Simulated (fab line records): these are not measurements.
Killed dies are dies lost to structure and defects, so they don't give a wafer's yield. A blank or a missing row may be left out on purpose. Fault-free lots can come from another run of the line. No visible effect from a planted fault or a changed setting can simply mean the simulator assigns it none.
Chamber matching / flow sky130 / 4 sister chambers for SKY_VIA4_CMP_21 on cmp-01
The step polishes, stops on SiO2, t overpolish 25 s, target thk 0 nm. 8 wafers are shown with their chamber, then 9 later ones without.

## WAFERS, EACH WITH ITS CHAMBER
wafer=L430.1; chamber=3; motor-current-A (A)=10.3; time-to-endpoint-s (s)=123.5
wafer=L432.3; chamber=2; motor-current-A (A)=8.8; time-to-endpoint-s (s)=122.4
wafer=L435.1; chamber=0; motor-current-A (A)=12.4; time-to-endpoint-s (s)=122.6
wafer=L435.2; chamber=2; motor-current-A (A)=8.7; time-to-endpoint-s (s)=120.0
wafer=L435.6; chamber=1; motor-current-A (A)=10.2; time-to-endpoint-s (s)=121.6
wafer=L436.2; chamber=3; motor-current-A (A)=10.3; time-to-endpoint-s (s)=118.7
wafer=L436.3; chamber=1; motor-current-A (A)=9.9; time-to-endpoint-s (s)=119.9
wafer=L436.6; chamber=0; motor-current-A (A)=11.9; time-to-endpoint-s (s)=122.4

## WAFERS WITHOUT THEIR CHAMBER
wafer=L437.1; motor-current-A (A)=10.3; time-to-endpoint-s (s)=118.9
wafer=L437.3; motor-current-A (A)=13.0; time-to-endpoint-s (s)=118.8
wafer=L437.4; motor-current-A (A)=10.6; time-to-endpoint-s (s)=120.1
wafer=L440.1; motor-current-A (A)=11.8; time-to-endpoint-s (s)=114.9
wafer=L440.3; motor-current-A (A)=8.6; time-to-endpoint-s (s)=119.7
wafer=L440.5; motor-current-A (A)=10.2; time-to-endpoint-s (s)=116.0
wafer=L443.1; motor-current-A (A)=8.2; time-to-endpoint-s (s)=123.4
wafer=L443.2; motor-current-A (A)=11.6; time-to-endpoint-s (s)=119.8
wafer=L443.6; motor-current-A (A)=10.2; time-to-endpoint-s (s)=120.8

## EACH ONE'S CHAMBER
wafer=L437.1; from the rows above=can't be placed: 3 or 1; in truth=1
wafer=L437.3; from the rows above=0; in truth=0
wafer=L437.4; from the rows above=can't be placed: 3 or 1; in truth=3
wafer=L440.1; from the rows above=0; in truth=0
wafer=L440.3; from the rows above=2; in truth=2
wafer=L440.5; from the rows above=can't be placed: 1 or 3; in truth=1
wafer=L443.1; from the rows above=2; in truth=2
wafer=L443.2; from the rows above=0; in truth=0
wafer=L443.6; from the rows above=can't be placed: 3 or 1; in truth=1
5 of 9 placed correctly. These rows do not allow placing 4 (true chamber among the candidates in 4). Placed wrongly: 0.
How it was worked out, from the rows above alone: a wafer's distance from a chamber is the root of the sum, over the readings, of the square of ((its reading less the chamber's mean) divided by the reading's scatter). The wafer belongs to the nearest chamber; if the next one is less than 2 further off, it can't be placed. Each chamber's mean is taken over the wafers shown for it. The scatter: take each reading less its chamber's mean, square it, sum over the shown wafers, divide by the number of wafers less the number of chambers, and take the root.
